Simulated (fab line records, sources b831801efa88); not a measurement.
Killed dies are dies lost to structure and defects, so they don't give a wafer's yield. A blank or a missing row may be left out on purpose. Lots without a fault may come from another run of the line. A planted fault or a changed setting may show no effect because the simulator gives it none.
One fault seen from 2 desks | flow sky130 | each desk has only its own numbers; what lay behind them comes last

THE METROLOGY DESK
What the gauges read, lot by lot, whatever tool the lot ran on: means of the sampled wafers that have a number. A lot is out of limits, marked OUT, if its mean lies more than 4 standard deviations from the usual mean; the brackets give that distance.
Columns: A = VIA4_OVL at SKY_VIA4_OVL_MEAS_11, usual 0.0 nm; B = VIA4_W_RS at SKY_VIA4_RS_MEAS_19, usual 0.2255 ohm/sq; C = VIA4_W_THK at SKY_VIA4_THK_MEAS_20, usual 506 nm
lot  | first seen here | A    | B      | C
L343 | day 43 16:20    | 1.1  | 0.2281 | 500
L349 | day 44 22:52    | 1.2  | 0.2223 | 518
L353 | day 46 02:49    | 0.0  | 0.2233 | 508
L361 | day 48 01:20    | -0.5 | 0.2295 | 495
L364 | day 48 15:32    | 3.9  | 0.2272 | 508
This desk's finding: nothing out of limits on any of the 5 lots.

THE TOOL OWNER'S DESK: pvd_sputter-04
The tool's own readings at SKY_METAL5_SPUTTER_01 (material TiN, target thk 20 nm, time 16.7 s): means of the sampled wafers that have a number, for each lot that ran on this tool. A lot is out of limits, marked OUT, if its mean lies more than 4 standard deviations from the usual mean; the brackets give that distance.
Columns: A = cathode_dc_power_W at SKY_METAL5_SPUTTER_01, usual 6500.1 W; B = throttle_valve_pct at SKY_METAL5_SPUTTER_01, usual 30.5 %
lot  | first seen here | A                        | B
L349 | day 45 00:43    | 6500.9                   | 30.6
L353 | day 46 04:34    | 6318.4 (-99 or more) OUT | 30.3
This desk's finding: out of limits on L353; first on L353, day 46 04:34 (cathode_dc_power_W at SKY_METAL5_SPUTTER_01). In limits: L349.

PUT TOGETHER
The tool owner's desk could have raised an alarm at day 46 04:34, on L353.
The metrology desk saw nothing out of limits.
The metrology desk has L353 on record, within its limits.
Of the lots named, all ran SKY_METAL5_SPUTTER_01 on pvd_sputter-04.

WHAT THE SIMULATOR HAD PUT IN
Process parameter drift: pvd_sputter-04, from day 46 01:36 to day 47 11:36, at SKY_METAL5_SPUTTER_01. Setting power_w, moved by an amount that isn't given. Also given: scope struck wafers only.
Lots struck among those shown: L353.
Hours from the fault's start to each desk's first reading out of limits: the tool owner's desk, 3.
